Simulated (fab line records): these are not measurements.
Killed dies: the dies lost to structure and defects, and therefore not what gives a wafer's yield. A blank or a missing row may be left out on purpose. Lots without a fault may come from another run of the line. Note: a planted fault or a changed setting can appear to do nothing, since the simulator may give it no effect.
Which tool is to blame? || flow gf180mcu || Sampling: 14 lots, 42 wafers, 3 of 602 route steps

## WHAT EACH GAUGE READ, for each wafer
The record lacks any reading of a measuring or inspecting step that a usual standard deviation could be used to judge.

## WHICH TOOL RAN EACH LOT (tool, then ch and the chambers of the sampled wafers, then the start)
{"lot": "L333", "GF_V4_SPUTTER_22": "pvdSputter-03, day 24 01:40", "GF_MIM_SPUTTER_03": "pvdSputter-04, day 24 02:32", "GF_MIM_SPUTTER_09": "pvdSputter-03, day 24 02:45"}
{"lot": "L335", "GF_V4_SPUTTER_22": "pvdSputter-02, day 25 03:17", "GF_MIM_SPUTTER_03": "pvdSputter-03, day 25 04:04", "GF_MIM_SPUTTER_09": "pvdSputter-04, day 25 04:17"}
{"lot": "L336", "GF_V4_SPUTTER_22": "pvdSputter-03, day 25 06:47", "GF_MIM_SPUTTER_03": "pvdSputter-03, day 25 07:38", "GF_MIM_SPUTTER_09": "pvdSputter-02, day 25 07:52"}
{"lot": "L340", "GF_V4_SPUTTER_22": "pvdSputter-03, day 27 01:34", "GF_MIM_SPUTTER_03": "pvdSputter-02, day 27 02:22", "GF_MIM_SPUTTER_09": "pvdSputter-03, day 27 02:35"}
{"lot": "L341", "GF_V4_SPUTTER_22": "pvdSputter-01, day 27 06:55", "GF_MIM_SPUTTER_03": "pvdSputter-03, day 27 07:43", "GF_MIM_SPUTTER_09": "pvdSputter-02, day 27 07:56"}
{"lot": "L342", "GF_V4_SPUTTER_22": "pvdSputter-02, day 28 01:40", "GF_MIM_SPUTTER_03": "pvdSputter-04, day 28 02:27", "GF_MIM_SPUTTER_09": "pvdSputter-03, day 28 02:41"}
{"lot": "L343", "GF_V4_SPUTTER_22": "pvdSputter-02, day 28 09:28", "GF_MIM_SPUTTER_03": "pvdSputter-03, day 28 10:22", "GF_MIM_SPUTTER_09": "pvdSputter-04, day 28 10:35"}
{"lot": "L346", "GF_V4_SPUTTER_22": "pvdSputter-02, day 28 20:56", "GF_MIM_SPUTTER_03": "pvdSputter-04, day 28 21:43", "GF_MIM_SPUTTER_09": "pvdSputter-02, day 28 21:56"}
{"lot": "L345", "GF_V4_SPUTTER_22": "pvdSputter-03, day 28 20:56", "GF_MIM_SPUTTER_03": "pvdSputter-03, day 28 22:01", "GF_MIM_SPUTTER_09": "pvdSputter-02, day 28 22:14"}
{"lot": "L350", "GF_V4_SPUTTER_22": "pvdSputter-01, day 29 23:55", "GF_MIM_SPUTTER_03": "pvdSputter-04, day 30 00:49", "GF_MIM_SPUTTER_09": "pvdSputter-03, day 30 01:02"}
{"lot": "L352", "GF_V4_SPUTTER_22": "pvdSputter-02, day 30 08:16", "GF_MIM_SPUTTER_03": "pvdSputter-02, day 30 09:04", "GF_MIM_SPUTTER_09": "pvdSputter-04, day 30 09:18"}
{"lot": "L353", "GF_V4_SPUTTER_22": "pvdSputter-02, day 30 16:17", "GF_MIM_SPUTTER_03": "pvdSputter-03, day 30 17:04", "GF_MIM_SPUTTER_09": "pvdSputter-02, day 30 17:17"}
{"lot": "L354", "GF_V4_SPUTTER_22": "pvdSputter-02, day 31 02:48", "GF_MIM_SPUTTER_03": "pvdSputter-04, day 31 03:35", "GF_MIM_SPUTTER_09": "pvdSputter-03, day 31 03:49"}
{"lot": "L355", "GF_V4_SPUTTER_22": "pvdSputter-03, day 31 05:37", "GF_MIM_SPUTTER_03": "pvdSputter-02, day 31 06:25", "GF_MIM_SPUTTER_09": "pvdSputter-03, day 31 06:38"}
- GF_V4_SPUTTER_22: material TiN, target thk 10 nm, time 40 s.
- GF_MIM_SPUTTER_03: material Ti, target thk 10 nm, time 6.7 s.
- GF_MIM_SPUTTER_09: material TiN, target thk 35 nm, time 29.2 s.

## AS READ BY THE TOOLS THEMSELVES (means over the sampled wafers that have a number; for cases with no such wafer, the mark the record gives instead)
GF_V4_SPUTTER_22.
{"lot": "L333", "tool": "pvdSputter-03", "cathodeDcPowerW (W)": 3999.9, "chamberPressurePa (Pa)": 5.012, "throttleValvePct (%)": 30.8}
{"lot": "L335", "tool": "pvdSputter-02", "cathodeDcPowerW (W)": 4000.3, "chamberPressurePa (Pa)": 4.994, "throttleValvePct (%)": 29.6}
{"lot": "L336", "tool": "pvdSputter-03", "cathodeDcPowerW (W)": 4000.1, "chamberPressurePa (Pa)": 5.003, "throttleValvePct (%)": 30.2}
{"lot": "L340", "tool": "pvdSputter-03", "cathodeDcPowerW (W)": 4000.2, "chamberPressurePa (Pa)": 4.996, "throttleValvePct (%)": 30.8}
{"lot": "L341", "tool": "pvdSputter-01", "cathodeDcPowerW (W)": 4000.4, "chamberPressurePa (Pa)": 5.009, "throttleValvePct (%)": 31.2}
{"lot": "L342", "tool": "pvdSputter-02", "cathodeDcPowerW (W)": 3999.9, "chamberPressurePa (Pa)": 5.000, "throttleValvePct (%)": 31.0}
{"lot": "L343", "tool": "pvdSputter-02", "cathodeDcPowerW (W)": 3999.2, "chamberPressurePa (Pa)": 5.005, "throttleValvePct (%)": 29.6}
{"lot": "L346", "tool": "pvdSputter-02", "cathodeDcPowerW (W)": 3999.7, "chamberPressurePa (Pa)": 5.003, "throttleValvePct (%)": 31.1}
{"lot": "L345", "tool": "pvdSputter-03", "cathodeDcPowerW (W)": 3999.9, "chamberPressurePa (Pa)": 4.998, "throttleValvePct (%)": 30.8}
{"lot": "L350", "tool": "pvdSputter-01", "cathodeDcPowerW (W)": 4000.4, "chamberPressurePa (Pa)": 5.007, "throttleValvePct (%)": 30.6}
{"lot": "L352", "tool": "pvdSputter-02", "cathodeDcPowerW (W)": 4000.0, "chamberPressurePa (Pa)": 5.013, "throttleValvePct (%)": 29.5}
{"lot": "L353", "tool": "pvdSputter-02", "cathodeDcPowerW (W)": 3999.2, "chamberPressurePa (Pa)": 5.016, "throttleValvePct (%)": 29.6}
{"lot": "L354", "tool": "pvdSputter-02", "cathodeDcPowerW (W)": 4000.3, "chamberPressurePa (Pa)": 5.005, "throttleValvePct (%)": 30.0}
{"lot": "L355", "tool": "pvdSputter-03", "cathodeDcPowerW (W)": 3999.7, "chamberPressurePa (Pa)": 4.992, "throttleValvePct (%)": 30.6}

GF_MIM_SPUTTER_03.
{"lot": "L333", "tool": "pvdSputter-04", "cathodeDcPowerW (W)": 2999.9, "chamberPressurePa (Pa)": 0.2995, "throttleValvePct (%)": 31.4}
{"lot": "L335", "tool": "pvdSputter-03", "cathodeDcPowerW (W)": 3000.2, "chamberPressurePa (Pa)": 0.2999, "throttleValvePct (%)": 30.1}
{"lot": "L336", "tool": "pvdSputter-03", "cathodeDcPowerW (W)": 3000.2, "chamberPressurePa (Pa)": 0.2999, "throttleValvePct (%)": 30.3}
{"lot": "L340", "tool": "pvdSputter-02", "cathodeDcPowerW (W)": 2999.3, "chamberPressurePa (Pa)": 0.3003, "throttleValvePct (%)": 31.0}
{"lot": "L341", "tool": "pvdSputter-03", "cathodeDcPowerW (W)": 2999.9, "chamberPressurePa (Pa)": 0.3004, "throttleValvePct (%)": 30.4}
{"lot": "L342", "tool": "pvdSputter-04", "cathodeDcPowerW (W)": 3000.0, "chamberPressurePa (Pa)": 0.3005, "throttleValvePct (%)": 30.4}
{"lot": "L343", "tool": "pvdSputter-03", "cathodeDcPowerW (W)": "-", "chamberPressurePa (Pa)": "-", "throttleValvePct (%)": "-"}
{"lot": "L346", "tool": "pvdSputter-04", "cathodeDcPowerW (W)": "-", "chamberPressurePa (Pa)": "-", "throttleValvePct (%)": "-"}
{"lot": "L345", "tool": "pvdSputter-03", "cathodeDcPowerW (W)": 3000.2, "chamberPressurePa (Pa)": 0.3000, "throttleValvePct (%)": 30.2}
{"lot": "L350", "tool": "pvdSputter-04", "cathodeDcPowerW (W)": 3000.3, "chamberPressurePa (Pa)": 0.3004, "throttleValvePct (%)": 30.0}
{"lot": "L352", "tool": "pvdSputter-02", "cathodeDcPowerW (W)": 3000.0, "chamberPressurePa (Pa)": 0.2999, "throttleValvePct (%)": 30.9}
{"lot": "L353", "tool": "pvdSputter-03", "cathodeDcPowerW (W)": 2999.7, "chamberPressurePa (Pa)": 0.2991, "throttleValvePct (%)": 30.5}
{"lot": "L354", "tool": "pvdSputter-04", "cathodeDcPowerW (W)": 3000.1, "chamberPressurePa (Pa)": 0.2999, "throttleValvePct (%)": 31.1}
{"lot": "L355", "tool": "pvdSputter-02", "cathodeDcPowerW (W)": 2999.5, "chamberPressurePa (Pa)": 0.3000, "throttleValvePct (%)": 30.0}

GF_MIM_SPUTTER_09.
{"lot": "L333", "tool": "pvdSputter-03", "cathodeDcPowerW (W)": 6500.3, "chamberPressurePa (Pa)": 0.3998, "throttleValvePct (%)": 30.5}
{"lot": "L335", "tool": "pvdSputter-04", "cathodeDcPowerW (W)": 6499.6, "chamberPressurePa (Pa)": 0.4002, "throttleValvePct (%)": 31.0}
{"lot": "L336", "tool": "pvdSputter-02", "cathodeDcPowerW (W)": 6500.6, "chamberPressurePa (Pa)": 0.4002, "throttleValvePct (%)": 31.6}
{"lot": "L340", "tool": "pvdSputter-03", "cathodeDcPowerW (W)": 6499.2, "chamberPressurePa (Pa)": 0.4006, "throttleValvePct (%)": 30.0}
{"lot": "L341", "tool": "pvdSputter-02", "cathodeDcPowerW (W)": 6499.2, "chamberPressurePa (Pa)": 0.4008, "throttleValvePct (%)": 31.0}
{"lot": "L342", "tool": "pvdSputter-03", "cathodeDcPowerW (W)": 6499.4, "chamberPressurePa (Pa)": 0.4007, "throttleValvePct (%)": 30.0}
{"lot": "L343", "tool": "pvdSputter-04", "cathodeDcPowerW (W)": 6500.1, "chamberPressurePa (Pa)": 0.3992, "throttleValvePct (%)": 30.6}
{"lot": "L346", "tool": "pvdSputter-02", "cathodeDcPowerW (W)": 6499.4, "chamberPressurePa (Pa)": 0.3999, "throttleValvePct (%)": 30.9}
{"lot": "L345", "tool": "pvdSputter-02", "cathodeDcPowerW (W)": 6501.0, "chamberPressurePa (Pa)": 0.3995, "throttleValvePct (%)": 31.1}
{"lot": "L350", "tool": "pvdSputter-03", "cathodeDcPowerW (W)": 6499.7, "chamberPressurePa (Pa)": 0.4004, "throttleValvePct (%)": 30.6}
{"lot": "L352", "tool": "pvdSputter-04", "cathodeDcPowerW (W)": 6499.3, "chamberPressurePa (Pa)": 0.3992, "throttleValvePct (%)": 30.6}
{"lot": "L353", "tool": "pvdSputter-02", "cathodeDcPowerW (W)": 6500.1, "chamberPressurePa (Pa)": 0.3996, "throttleValvePct (%)": 29.7}
{"lot": "L354", "tool": "pvdSputter-03", "cathodeDcPowerW (W)": 6500.1, "chamberPressurePa (Pa)": 0.3994, "throttleValvePct (%)": 30.5}
{"lot": "L355", "tool": "pvdSputter-03", "cathodeDcPowerW (W)": 6499.6, "chamberPressurePa (Pa)": 0.4000, "throttleValvePct (%)": 30.3}

## THE ANSWER, worked out from the rows above alone
Rule: the usual values come from the lots themselves. Put in order of their means at a reading, lots are off if they are a third of the lots or fewer, leave a main group of 4 or more, and stand apart from it by a gap of 3 or more times the standard deviation of the main group's means; of several such gaps the widest counts. A main group whose means are all the same, to the digits that the tables above print for the reading, isn't used. Also off: a lot with no number at a reading for which 4 or more lots have one. All remaining lots with rows at the step are treated as sound. Order of review: gauges by route order, followed by the tools' own readings, for which a lot's mean as printed above is used. At the first step where some lot is off, the reading lying furthest off is the one used; lots without a number count as furthest.
Off: L343, L346 (GF_MIM_SPUTTER_03, cathodeDcPowerW). Without a number there: L343, L346. Mean 2999.9 W and standard deviation 0.29 in the main group.
A tool fits if, at that step or a process step before it, it ran every lot that is off, and no sound lot after the first of them. Not one of the candidates tried fits.

## WHAT HAD BEEN PUT IN BY THE SIMULATOR
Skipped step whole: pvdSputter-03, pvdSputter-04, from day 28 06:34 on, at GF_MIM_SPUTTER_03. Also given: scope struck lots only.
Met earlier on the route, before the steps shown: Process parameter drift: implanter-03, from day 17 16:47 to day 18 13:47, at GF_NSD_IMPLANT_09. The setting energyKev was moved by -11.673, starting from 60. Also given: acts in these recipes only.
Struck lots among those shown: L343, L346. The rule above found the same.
